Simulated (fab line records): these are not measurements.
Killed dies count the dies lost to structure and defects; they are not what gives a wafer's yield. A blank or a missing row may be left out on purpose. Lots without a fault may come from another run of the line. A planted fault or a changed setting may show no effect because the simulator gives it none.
Split-lot trial :: flow gf180mcu :: route with 602 steps; 5 lots, 23 wafers read

SPLIT DETAILS
At GF_V5_CMP_04 (polishes SiO2), the setting leave above ref nm was moved away from the recipe's 855 nm on 9 of the 23 wafers read, by -3.7% to +3.9%. All remaining wafers had this setting at the recipe value.

Between the split and the reading, the file records no step.

THE READING
oes product au, in a.u., at GF_V5_ETCH_17 (etches SiO2 in C4F8/O2/Ar, stops on TiN, target depth 855 nm). On this fab line, fault-free wafers typically give 0.859 a.u. with a standard deviation of 0.0046 a.u.

wafer: L074.1
tool, chamber at the split: cmp-02, 0,3
leave above ref nm as run, nm: 823.5
against the recipe: -3.7%
oes product au, a.u.: 0.841
against lot-mates on the recipe: -0.014

wafer: L074.2
tool, chamber at the split: cmp-02, 0,3
leave above ref nm as run, nm: 823.5
against the recipe: -3.7%
oes product au, a.u.: 0.846
against lot-mates on the recipe: -0.009

wafer: L074.3
tool, chamber at the split: cmp-02, 1,2,0
leave above ref nm as run, nm: 855
against the recipe: recipe
oes product au, a.u.: 0.856
against lot-mates on the recipe: -

wafer: L074.4
tool, chamber at the split: cmp-02, 1,2,0
leave above ref nm as run, nm: 855
against the recipe: recipe
oes product au, a.u.: 0.851
against lot-mates on the recipe: -

wafer: L074.5
tool, chamber at the split: cmp-02, 1,2,0
leave above ref nm as run, nm: 855
against the recipe: recipe
oes product au, a.u.: 0.858
against lot-mates on the recipe: -

wafer: L076.2
tool, chamber at the split: cmp-02, 1,2,1
leave above ref nm as run, nm: 855
against the recipe: recipe
oes product au, a.u.: 0.858
against lot-mates on the recipe: -

wafer: L076.3
tool, chamber at the split: cmp-02, 1,2,1
leave above ref nm as run, nm: 855
against the recipe: recipe
oes product au, a.u.: 0.863
against lot-mates on the recipe: -

wafer: L076.6
tool, chamber at the split: cmp-02, 1,2,1
leave above ref nm as run, nm: 855
against the recipe: recipe
oes product au, a.u.: 0.859
against lot-mates on the recipe: -

wafer: L077.1
tool, chamber at the split: cmp-02, 1,2,1
leave above ref nm as run, nm: 888.5
against the recipe: +3.9%
oes product au, a.u.: 0.881
against lot-mates on the recipe: +0.020

wafer: L077.3
tool, chamber at the split: cmp-02, 0
leave above ref nm as run, nm: 855
against the recipe: recipe
oes product au, a.u.: 0.860
against lot-mates on the recipe: -

wafer: L077.4
tool, chamber at the split: cmp-02, 1,2,1
leave above ref nm as run, nm: 888.5
against the recipe: +3.9%
oes product au, a.u.: 0.877
against lot-mates on the recipe: +0.016

wafer: L077.5
tool, chamber at the split: cmp-02, 1,2,1
leave above ref nm as run, nm: 888.5
against the recipe: +3.9%
oes product au, a.u.: 0.886
against lot-mates on the recipe: +0.025

wafer: L077.6
tool, chamber at the split: cmp-02, 0
leave above ref nm as run, nm: 855
against the recipe: recipe
oes product au, a.u.: 0.861
against lot-mates on the recipe: -

wafer: L082.2
tool, chamber at the split: cmp-01, 1,0,2
leave above ref nm as run, nm: 855
against the recipe: recipe
oes product au, a.u.: 0.859
against lot-mates on the recipe: -

wafer: L082.3
tool, chamber at the split: cmp-01, 1,0,2
leave above ref nm as run, nm: 855
against the recipe: recipe
oes product au, a.u.: 0.858
against lot-mates on the recipe: -

wafer: L082.4
tool, chamber at the split: cmp-01, 2,1
leave above ref nm as run, nm: 838.1
against the recipe: -2.0%
oes product au, a.u.: 0.854
against lot-mates on the recipe: -0.004

wafer: L082.5
tool, chamber at the split: cmp-01, 2,1
leave above ref nm as run, nm: 838.1
against the recipe: -2.0%
oes product au, a.u.: 0.853
against lot-mates on the recipe: -0.005

wafer: L082.6
tool, chamber at the split: cmp-01, 1,0,2
leave above ref nm as run, nm: 855
against the recipe: recipe
oes product au, a.u.: 0.857
against lot-mates on the recipe: -

wafer: L084.1
tool, chamber at the split: cmp-01, 0,1,2
leave above ref nm as run, nm: 855
against the recipe: recipe
oes product au, a.u.: 0.860
against lot-mates on the recipe: -

wafer: L084.2
tool, chamber at the split: cmp-01, 0,1,2
leave above ref nm as run, nm: 855
against the recipe: recipe
oes product au, a.u.: 0.860
against lot-mates on the recipe: -

wafer: L084.3
tool, chamber at the split: cmp-01, 3,0
leave above ref nm as run, nm: 829.8
against the recipe: -2.9%
oes product au, a.u.: 0.851
against lot-mates on the recipe: -0.007

wafer: L084.4
tool, chamber at the split: cmp-01, 0,1,2
leave above ref nm as run, nm: 855
against the recipe: recipe
oes product au, a.u.: 0.855
against lot-mates on the recipe: -

wafer: L084.5
tool, chamber at the split: cmp-01, 3,0
leave above ref nm as run, nm: 829.8
against the recipe: -2.9%
oes product au, a.u.: 0.847
against lot-mates on the recipe: -0.011
When a row names more than one chamber, that row covers several wafers, and the file does not tell which wafer ran in which chamber.

FIT RESULTS
A straight line over all 23 wafers: oes product au changes by +0.0047 a.u. for each +1% of leave above ref nm; r = +0.94; the points scatter about the line by 0.0036 a.u.
The same after taking each lot's own level away (the mean of its wafers on the recipe; 23 wafers): +0.00417 a.u. for each +1%; r = +0.94; scatter 0.0031 a.u.
According to that fit, moving leave above ref nm by its largest amount changes the reading by 0.016 a.u.
The lots' own levels span 0.8550 to 0.8605 a.u., that is 1.2 times the standard deviation above.
So the slope is not independent of the lot-to-lot level: the two fits are not the same.
Check: with one of the wafers moved furthest among these (+3.9%) left out of the fit, the line predicts +0.0171 a.u. for it against its lot-mates. Against them it came out at +0.0205 a.u.

OTHER SPLITS ON THESE WAFERS
These wafers also went through other splits before the reading. Each is held against what the fit with the lots' levels taken away leaves over:
other split on the same wafers: GF_V3_DEVELOP_13 develop time s
wafers away from the commonest value: 9
r with oes product au (lot level and that fit taken away): -0.23

other split on the same wafers: GF_V3_SPUTTER_21 power w
wafers away from the commonest value: 9
r with oes product au (lot level and that fit taken away): -0.13

other split on the same wafers: GF_M4_SPUTTER_04 power w
wafers away from the commonest value: 9
r with oes product au (lot level and that fit taken away): -0.02

other split on the same wafers: GF_V4_SPUTTER_21 power w
wafers away from the commonest value: 10
r with oes product au (lot level and that fit taken away): +0.18

other split on the same wafers: GF_MIM_CVD_05 time s
wafers away from the commonest value: 9
r with oes product au (lot level and that fit taken away): +0.02

other split on the same wafers: GF_MIM_SPUTTER_08 power w
wafers away from the commonest value: 9
r with oes product au (lot level and that fit taken away): -0.20

other split on the same wafers: GF_MIM_SOFTBAKE_15 temp c
wafers away from the commonest value: 10
r with oes product au (lot level and that fit taken away): -0.07

THE FILE'S OWN FIT
oes product au changes by +0.00389 a.u. for each +1% of leave above ref nm, r = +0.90.
